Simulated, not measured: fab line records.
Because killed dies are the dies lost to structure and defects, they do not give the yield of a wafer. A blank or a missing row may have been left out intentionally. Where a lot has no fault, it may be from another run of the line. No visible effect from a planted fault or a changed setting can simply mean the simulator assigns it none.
A struck lot beside a sound one ; flow sky130 ; 16 out of 708 route steps
Sound: these wafers, L676.1, L676.2, L676.5. The struck wafers were L687.2, L687.5, L687.6. The cause is given at the end.
Order at every step that has rows: each side's tool, ch and its chambers, its first start. Under that, the readings that differ: sound wafers ; struck wafers ; difference of the means ; sigmas: that difference in standard deviations of wafers without a fault.
alike: same words and numbers on both sides, and readings whose means sit less than 2 such deviations apart. not compared: any withheld reading, any reading some wafer has no value for, any bound like >300 that may hide the same value, and any number with overlapping values for which the record gives no deviation.
Wherever a step has rows on one side only, a row that says differs or no value, or a row with sigmas, the two part there. Numbers that don't overlap but have no deviation are shown without sigmas and don't part them. A reading that every wafer of one side lacks parts them only if that side has two wafers or more.

first, 3 steps without rows for these wafers: SKY_SONOS_TUNNEL_EXPOSE_04 (exposes mask TUNM, target cd 410 nm); SKY_SONOS_TUNNEL_PEB_05; SKY_SONOS_TUNNEL_DEVELOP_06 (develop time 60 s).
SKY_SONOS_TUNNEL_CD_MEAS_07: target cd 410 nm.
  sound on cd-sem-02, day 13 17:09; struck on cd-sem-02, day 17 18:26
  alike: cd-nm
SKY_SONOS_TUNNEL_OVL_MEAS_08:
  sound on overlay-02, day 13 17:16; struck on overlay-02, day 17 18:32
  alike: SONOS_TUNNEL_OVL
then, 3 steps without rows for these wafers: SKY_SONOS_TUNNEL_IMPLANT_09; SKY_SONOS_TUNNEL_WET_ETCH_10 (etches SiO2 in dHF, target depth 14 nm, time 280 s); SKY_SONOS_TUNNEL_STRIP_11 (strips in SPM, time 600 s).
SKY_SONOS_TUNNEL_TW_MEAS_12:
  sound on film-metro-01, day 13 17:43; struck on film-metro-03, day 17 18:59
  alike: SONOS_TUNNEL_TW
then, 2 steps without rows for these wafers: SKY_SONOS_TUNNEL_CLEAN_13 (cleans in dHF, time 20 s); SKY_SONOS_ONO_OXIDATION_00 (stabilise 600 s, purge 300 s, target thk 2.6 nm).
SKY_SONOS_ONO_THK_MEAS_01:
  sound on film-metro-01, day 13 20:55; struck on film-metro-03, day 17 20:25
reading;sound;struck;difference;sigmas
SONOS_ONO_OXIDATION_THK (nm);2.43 2.51 2.47;2.63 2.55 2.59;+0.12;+2
SKY_SONOS_ONO_CVD_02: deposits Si3N4 from DCS/NH3, target thk 10.5 nm, time 180 s.
  sound on lpcvd-02 ch 1, day 13 20:58; struck on lpcvd-02 ch 0, day 17 20:28
reading;sound;struck;difference;sigmas
spike-tc-bottom-C (C);790 793 792;775 777 776;-16;-4
spike-tc-centre-C (C);769.8 769.1 770.3;759.1 761.4 759.4;-9.8;-10
spike-tc-lower-C (C);770.8 770.7 768.6;760.9 759.6 761.6;-9.3;-9
spike-tc-top-C (C);787.8 786.4 786.9;773.6 775.1 774.7;-12.6;-5
spike-tc-upper-C (C);769.3 768.1 770.3;759.9 759.4 758.2;-10.1;-10
model.Si3N4_of_SONOS_ONO_CVD_02.thk-nm (nm);10.6 10.68 10.7;8.838 8.926 8.738;-1.826;
SKY_SONOS_ONO_THK_MEAS_03:
  sound on film-metro-01, day 13 22:01; struck on film-metro-01, day 17 21:32
reading;sound;struck;difference;sigmas
SONOS_ONO_CVD_02_THK (nm);10.64 10.69 10.64;8.80 8.89 8.74;-1.85;-14
then, 1 step without rows for these wafers: SKY_SONOS_ONO_CVD_04 (deposits SiO2 from SiH4/N2O, target thk 5.7199 nm).
-- here the record skips 32 days between the struck wafers' starts before and after, leaving off in module SONOS_ONO and picking up in module PAD_OPEN (first step shown: number 708 of the route) --
SKY_PAD_OPEN_PROBE_99:
  sound on prober-01, day 47 18:10; struck on prober-01, day 50 08:56
reading;sound;struck;difference;sigmas
model.etest.sonos-uncharged.r-on-ohm-um;818.5 802 815.4;784 789.8 753.3;-36;
model.etest.cap-ono.gate-log10-a-cm2;-7.766 -7.856 -7.807;-7.029 -6.927 -6.871;+0.867;
model.etest.cap-ono.gate-bv-v (V);16.3 16.16 15.99;15.3 15.41 15.42;-0.8;
model.etest.cap-ono.tox-acc-nm (nm);12.71 12.81 12.79;12.11 12.03 12.08;-0.70;
model.etest.sonos-programmed.vt-v (V);1.405 1.453 1.491;1.775 1.802 1.799;+0.342;
model.etest.sonos-erased.vt-v (V);-2.38 -2.293 -2.36;-2.505 -2.497 -2.51;-0.160;
model.etest.sonos-baked.vt-less-v (V);-0.4838 -0.5156 -0.5254;-0.6896 -0.7232 -0.7491;-0.2124;
  alike: killed_at_M0_to_M3, killed_at_M4_up, killed-at-contacts, killed-at-front-end, killed-at-other, killed-dies, killed-on-rim, killed-open, killed-short
  not compared: model.etest.sonos-erased.drive-ua-um

## WHERE THEY PART
At SKY_SONOS_ONO_THK_MEAS_01 first; at SKY_SONOS_ONO_THK_MEAS_03 last (within this record only). Later steps at which nothing parts them and some readings are alike: SKY_PAD_OPEN_PROBE_99.

WHY: what had been put in by the simulator
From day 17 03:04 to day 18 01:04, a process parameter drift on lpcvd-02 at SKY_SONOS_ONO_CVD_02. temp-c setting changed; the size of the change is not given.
